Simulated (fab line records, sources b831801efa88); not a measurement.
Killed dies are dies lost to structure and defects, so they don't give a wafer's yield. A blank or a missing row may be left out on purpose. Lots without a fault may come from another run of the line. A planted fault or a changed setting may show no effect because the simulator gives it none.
Which tool did it? | flow sky130 | 12 lots, 36 wafers sampled, at 1 step of a route of 708

WHAT THE GAUGES READ, wafer by wafer
SKY_POLY_CUT_CD_MEAS_08: target cd 270 nm.
lot  | measured     | on        | cd_nm (nm)
L075 | day 24 16:00 | cd_sem-02 | 269.4 268.3 269.2
L077 | day 25 23:30 | cd_sem-01 | 272.0 270.5 270.5
L078 | day 26 09:43 | cd_sem-02 | 268.8 268.0 269.5
L081 | day 27 04:07 | cd_sem-01 | 270.7 270.3 270.3
L083 | day 28 05:06 | cd_sem-02 | 269.9 268.5 270.4
L085 | day 28 17:35 | cd_sem-02 | 269.7 268.9 268.7
L087 | day 29 04:23 | cd_sem-01 | 270.0 269.2 269.8
L089 | day 30 03:42 | cd_sem-01 | 271.1 269.5 270.2
L091 | day 30 11:28 | cd_sem-02 | 271.1 270.2 269.0
L094 | day 31 03:52 | cd_sem-01 | 270.2 269.9 270.0
L095 | day 31 20:26 | cd_sem-01 | 271.7 270.6 272.5
L097 | day 32 00:48 | cd_sem-01 | 271.0 270.9 269.9

WHICH TOOL RAN EACH LOT (tool, then ch and the chambers of the sampled wafers, then the start)
The record holds no process step before these readings.

THE ANSWER, worked out from the rows above alone
Rule: what is usual is taken from the lots themselves. Put in order of their means at a reading, lots are off if they are a third of the lots or fewer, leave a main group of 4 or more, and stand apart from it by a gap of 3 or more times the standard deviation of the main group's means; of several such gaps the widest counts. A main group whose means are all the same, to the digits that the tables above print for the reading, isn't used. A lot without any number at a reading at which 4 lots or more have one is off too. The other lots that the step has rows for count as sound.
No lot is off at any reading shown: from this, nothing can be told.

WHAT THE SIMULATOR HAD PUT IN
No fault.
